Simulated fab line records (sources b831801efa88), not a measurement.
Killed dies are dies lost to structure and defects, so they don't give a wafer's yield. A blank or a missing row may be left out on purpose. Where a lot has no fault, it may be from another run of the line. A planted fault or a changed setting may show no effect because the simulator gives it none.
One fault through the eyes of 2 desks    flow gf180mcu    each desk has only its own numbers; what lay behind them comes last

AT THE TOOL OWNER'S DESK: implanter-03
For each lot that ran on this tool, the mean over its sampled wafers that have a number, from the tool's own readings at GF_HV_LDD_IMPLANT_35. If a lot's mean is further than 4 standard deviations from the usual mean, the lot is out of limits and carries the mark OUT (the distance appears in the brackets).
Columns: A = dose ions cm2 at GF_HV_LDD_IMPLANT_35, usual 7.497e+12; B = end station pressure torr at GF_HV_LDD_IMPLANT_35, usual 5e-06 Torr; C = faraday current uA at GF_HV_LDD_IMPLANT_35, usual 42.3
lot   first seen here  A                            B      C
L918  day 12 14:21     7.496e+12                    5e-06  41.7
L919  day 12 18:55     7.501e+12                    5e-06  41.5
L920  day 13 02:21     7.492e+12                    5e-06  42.3
L922  day 13 21:02     7.507e+12                    5e-06  42.3
L925  day 14 20:14     5.426e+12 (-99 or more) OUT  5e-06  30.1 (-14) OUT
L929  day 16 09:55     5.430e+12 (-99 or more) OUT  5e-06  31.0 (-13) OUT
L937  day 18 18:19     7.504e+12                    5e-06  42.4
This desk finds L925, L929 out of limits, L925 being first, at day 14 20:14 (dose ions cm2 at GF_HV_LDD_IMPLANT_35). L918, L919, L920, L922, L937 stayed within limits.

AT THE METROLOGY DESK
What the gauges read, lot by lot, whatever tool the lot ran on: means of the sampled wafers that have a number. If a lot's mean is further than 4 standard deviations from the usual mean, the lot is out of limits and carries the mark OUT (the distance appears in the brackets).
Columns: A = cd nm at GF_POLY_GATE_CD_MEAS_18, usual 280.0 nm; B = HV_LDD_TW at GF_HV_LDD_TW_MEAS_11, usual 2403; C = HV_LDD_3_TW at GF_HV_LDD_TW_MEAS_38, usual 1429; D = cd nm at GF_HV_LDD_CD_MEAS_46, usual 400.4 nm; E = HV_LDD_RS at GF_HV_LDD_RS_MEAS_53, usual 418.5 ohm/sq
lot   first seen here  A      B     C     D      E
L915  day 9 12:40      281.9  2373  1439  402.9  417.1
L918  day 10 04:22     282.4  2395  1445  400.4  418.9
L919  day 10 09:29     279.2  2371  1446  399.1  417.4
L920  day 10 16:44     282.2  2402  1426  401.6  419.4
L921  day 10 21:17     279.1  2398  1434  398.6  417.8
L922  day 11 08:41     278.4  2402  1412  400.2  418.4
L923  day 11 18:29     278.8  2433  1436  400.7  418.8
L925  day 12 06:37     281.0  2401  1405  402.3  422.5
L927  day 13 01:02     278.9  2405  1443  402.7  417.4
L929  day 13 16:13     280.8  2382  1383  399.9  425.4 (+6.2) OUT
L934  day 14 22:10     277.1  2425  1420  399.6  418.3
L937  day 15 20:20     277.8  2413  1411  403.3  420.6
L938  day 16 04:28     281.6  2437  1434  398.7  417.2
This desk reports L929 out of limits; the earliest was L929 at day 17 08:45 (HV_LDD_RS at GF_HV_LDD_RS_MEAS_53). L915, L918, L919, L920, L921, L922, L923, L925, L927, L934, L937, L938 stayed within limits.

BROUGHT TOGETHER
On L925, L929, at day 14 20:14, an alarm was possible from the tool owner's desk.
Metrology desk: alarm possible at day 17 08:45 on L929.
The metrology desk has L925 on record, within its limits.
All the named lots went through GF_HV_LDD_IMPLANT_35 on implanter-03.

WHAT THE SIMULATOR PUT IN
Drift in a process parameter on implanter-03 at GF_HV_LDD_IMPLANT_35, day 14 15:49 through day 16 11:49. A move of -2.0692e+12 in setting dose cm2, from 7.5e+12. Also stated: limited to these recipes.
Struck lots among those shown: L925, L929.
Counting hours from when the fault started, the first reading out of limits came at 4 for the tool owner's desk and at 65 for the metrology desk.
